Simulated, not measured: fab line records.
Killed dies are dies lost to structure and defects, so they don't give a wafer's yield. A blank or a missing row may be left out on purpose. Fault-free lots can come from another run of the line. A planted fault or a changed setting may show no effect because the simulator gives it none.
Which tool was responsible?    flow sky130    39 wafers from 13 lots sampled at 4 of the route's 708 steps

WHAT EACH GAUGE READ, for each wafer
SKY_LDD_P_CD_MEAS_07 targets a cd of 380 nm. Usual: cd-nm reads 380.3 nm (standard deviation 2.5).
lot   measured      on         cd-nm (nm)         flag
L848  day 20 16:21  cd-sem-02  383.4 383.8 384.0  
L855  day 23 04:25  cd-sem-01  382.7 383.8 382.4  
L856  day 23 10:58  cd-sem-02  385.4 383.2 382.4  
L858  day 24 09:02  cd-sem-01  381.1 380.0 379.1  
L859  day 24 12:19  cd-sem-01  381.0 382.1 381.8  
L860  day 24 15:41  cd-sem-01  382.0 380.6 379.8  
L861  day 25 09:33  cd-sem-01  375.0 377.1 376.5  
L862  day 25 12:07  cd-sem-02  383.0 382.7 381.2  
L864  day 26 01:18  cd-sem-02  379.6 379.5 381.0  
L863  day 26 04:18  cd-sem-02  375.1 376.5 375.4  
L866  day 26 09:50  cd-sem-02  382.6 380.2 381.3  
L867  day 26 22:55  cd-sem-02  380.2 380.6 378.6  
L868  day 27 06:03  cd-sem-01  378.3 376.8 377.9  

SKY_SD_N_OVL_MEAS_08. Usual: for SD_N_OVL the level is 1.0 nm and the standard deviation is 1.4.
lot   measured      on          SD_N_OVL (nm)  flag
L848  day 29 12:02  overlay-02  1.2 0.3 0.7    
L858  day 32 16:25  overlay-01  1.4 1.4 2.5    
L859  day 32 20:46  overlay-02  -1.3 -1.8 1.0  
L860  day 32 22:52  overlay-01  3.8 3.5 3.5    
L861  day 33 13:29  overlay-02  0.9 -0.3 -2.4  
L862  day 33 15:37  overlay-01  2.6 3.7 3.3    
L864  day 34 07:25  overlay-01  0.9 -0.6 0.3   
L863  day 34 09:25  overlay-02  1.4 1.4 2.9    
L866  day 34 13:26  overlay-02  -0.7 2.6 -0.8  
L867  day 35 01:53  overlay-01  0.1 -1.9 -0.3  
L868  day 35 08:55  overlay-02  -1.3 2.1 -0.1  

SKY_SD_N_RS_MEAS_16: uses a four-point probe to measure. Usual: for SD_N_RS the level is 68.48 ohm/sq and the standard deviation is 0.14.
lot   measured      on             SD_N_RS (ohm/sq)   flag
L848  day 29 12:45  film-metro-03  68.39 68.19 68.41  
L858  day 32 17:08  film-metro-03  68.40 68.46 68.40  
L859  day 32 21:30  film-metro-04  68.62 68.44 68.70  
L860  day 32 23:36  film-metro-04  68.84 68.64 68.76  
L861  day 33 14:13  film-metro-03  68.55 68.45 68.42  
L862  day 33 16:21  film-metro-03  68.25 68.25 68.22  
L864  day 34 08:09  film-metro-01  68.56 68.43 68.59  
L863  day 34 10:08  film-metro-01  68.59 68.48 68.55  
L866  day 34 14:09  film-metro-03  68.30 68.48 68.50  
L867  day 35 02:37  film-metro-01  68.37 68.60 68.36  
L868  day 35 09:39  film-metro-01  68.50 68.47 68.55  

WHICH TOOL RAN EACH LOT (tool, then ch and the chambers of the sampled wafers, then the start)
lot   SKY_POLY_CUT_ETCH_11
L848  rie-diel-03 ch 1,2, day 25 21:17
L855  rie-diel-04 ch 0,3, day 28 05:02
L856  rie-diel-04 ch 1,2,3, day 28 10:12
L858  rie-diel-03 ch 2,3, day 29 08:11
L859  rie-diel-02 ch 1,2,3, day 29 11:51
L860  rie-diel-04 ch 0,1,3, day 29 14:03
L861  rie-diel-04 ch 0,1, day 30 05:21
L862  rie-diel-04 ch 0,3, day 30 08:15
L864  rie-diel-03 ch 0,2,3, day 30 23:36
L863  rie-diel-04 ch 1,2,3, day 31 01:32
L866  rie-diel-02 ch 1,2, day 31 05:48
L867  rie-diel-04 ch 0,1,2, day 31 19:20
L868  rie-diel-02 ch 1,2,3, day 32 01:32
- SKY_POLY_CUT_ETCH_11: etches Si3N4 in CF4/CH2F2/Ar, stops on poly-Si, time 42.5 s, target depth 60 nm.

AS READ BY THE TOOLS THEMSELVES (means over the sampled wafers that have a number; for cases with no such wafer, the mark the record gives instead)
SKY_POLY_CUT_ETCH_11. Usual: bias-w 150.1 W, standard deviation 0.47; cf4-flow-sccm 39.98 sccm, standard deviation 0.12; drypump-motor-current-A 5.6 A, standard deviation 0.43; oes-product-au 0.833 a.u., standard deviation 0.006; throttle-valve-pct 14.995 %, standard deviation 0.0087.
lot   tool         bias-w (W)  cf4-flow-sccm (sccm)  drypump-motor-current-A (A)  oes-product-au (a.u.)  throttle-valve-pct (%)  flag
L848  rie-diel-03  149.9       40.01                 6.0                          0.832                  14.996                  
L855  rie-diel-04  -           -                     -                            -                      -                       OFF
L856  rie-diel-04  -           -                     -                            -                      -                       OFF
L858  rie-diel-03  150.0       40.00                 6.1                          0.838                  15.005                  
L859  rie-diel-02  150.0       40.02                 5.6                          0.835                  15.005                  
L860  rie-diel-04  149.8       40.02                 5.4                          0.835                  14.987                  
L861  rie-diel-04  150.6       39.92                 5.3                          0.833                  14.994                  
L862  rie-diel-04  150.1       39.85                 5.1                          0.828                  14.994                  
L864  rie-diel-03  150.5       39.91                 5.9                          0.838                  14.996                  
L863  rie-diel-04  149.7       40.01                 5.7                          0.832                  15.000                  
L866  rie-diel-02  149.6       39.97                 5.6                          0.831                  14.989                  
L867  rie-diel-04  150.2       39.93                 5.6                          0.826                  14.991                  
L868  rie-diel-02  150.2       40.01                 5.6                          0.830                  14.998                  

THE ANSWER, worked out from the rows above alone
Rule: a lot is off if the mean of its wafers that have a number lies more than 3 standard deviations from the usual mean. Also off: a lot with no number at a reading for which 4 or more lots have one. All remaining lots with rows at the step are treated as sound. Order of review: gauges by route order, followed by the tools' own readings, for which a lot's mean as printed above is used. The first step at which some lot is off is used, and at that step the reading that is off furthest; a lot without a number counts as furthest.
Off at SKY_POLY_CUT_ETCH_11 (bias-w): L855, L856. Without a number there: L855, L856.
A tool fits if, at that step or a process step before it, it ran every lot that is off, and no sound lot after the first of them. Of those tried, none fits.

WHAT HAD BEEN PUT IN BY THE SIMULATOR
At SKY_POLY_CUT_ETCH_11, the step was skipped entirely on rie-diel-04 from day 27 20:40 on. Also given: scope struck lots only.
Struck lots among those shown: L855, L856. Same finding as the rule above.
